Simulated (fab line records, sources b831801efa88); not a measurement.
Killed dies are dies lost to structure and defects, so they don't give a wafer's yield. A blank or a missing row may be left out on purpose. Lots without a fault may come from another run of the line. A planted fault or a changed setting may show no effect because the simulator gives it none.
Which tool did it? | flow sky130 | 12 lots, 36 wafers sampled, at 1 step of a route of 708

WHAT THE GAUGES READ, wafer by wafer
SKY_METAL4_CD_MEAS_13: target cd 300 nm.
lot  | measured     | on        | cd_nm (nm)
L197 | day 41 08:08 | cd_sem-02 | 301.9 301.6 301.2
L198 | day 42 09:29 | cd_sem-02 | 301.9 301.9 302.0
L199 | day 42 23:18 | cd_sem-01 | 299.2 299.3 297.4
L200 | day 43 05:58 | cd_sem-01 | 301.4 300.3 301.2
L202 | day 43 22:56 | cd_sem-01 | 301.0 301.6 300.7
L203 | day 44 00:44 | cd_sem-01 | 300.3 301.3 300.9
L207 | day 44 18:38 | cd_sem-02 | 298.7 297.6 298.3
L209 | day 45 01:31 | cd_sem-01 | 300.4 301.8 300.7
L212 | day 45 19:48 | cd_sem-01 | 300.0 298.8 299.4
L216 | day 47 04:55 | cd_sem-02 | 299.3 299.3 299.5
L219 | day 47 13:32 | cd_sem-01 | 299.6 300.6 301.3
L220 | day 47 22:58 | cd_sem-01 | 300.3 300.0 300.6

WHICH TOOL RAN EACH LOT (tool, then ch and the chambers of the sampled wafers, then the start)
The record holds no process step before these readings.

WHAT THE TOOLS THEMSELVES READ (means of the sampled wafers that have a number; where no wafer has one, the mark that the record gives instead)
The record holds no such reading with a usual standard deviation.

THE ANSWER, worked out from the rows above alone
Rule: what is usual is taken from the lots themselves. Put in order of their means at a reading, lots are off if they are a third of the lots or fewer, leave a main group of 4 or more, and stand apart from it by a gap of 3 or more times the standard deviation of the main group's means; of several such gaps the widest counts. A main group whose means are all the same, to the digits that the tables above print for the reading, isn't used. A lot without any number at a reading at which 4 lots or more have one is off too. The other lots that the step has rows for count as sound. The gauges are gone through in route order, then the tools' own readings, and for those a lot's mean is taken as printed above. The first step at which some lot is off is used, and at that step the reading that is off furthest; a lot without a number counts as furthest.
No lot is off at any reading shown: from this, nothing can be told.

WHAT THE SIMULATOR HAD PUT IN
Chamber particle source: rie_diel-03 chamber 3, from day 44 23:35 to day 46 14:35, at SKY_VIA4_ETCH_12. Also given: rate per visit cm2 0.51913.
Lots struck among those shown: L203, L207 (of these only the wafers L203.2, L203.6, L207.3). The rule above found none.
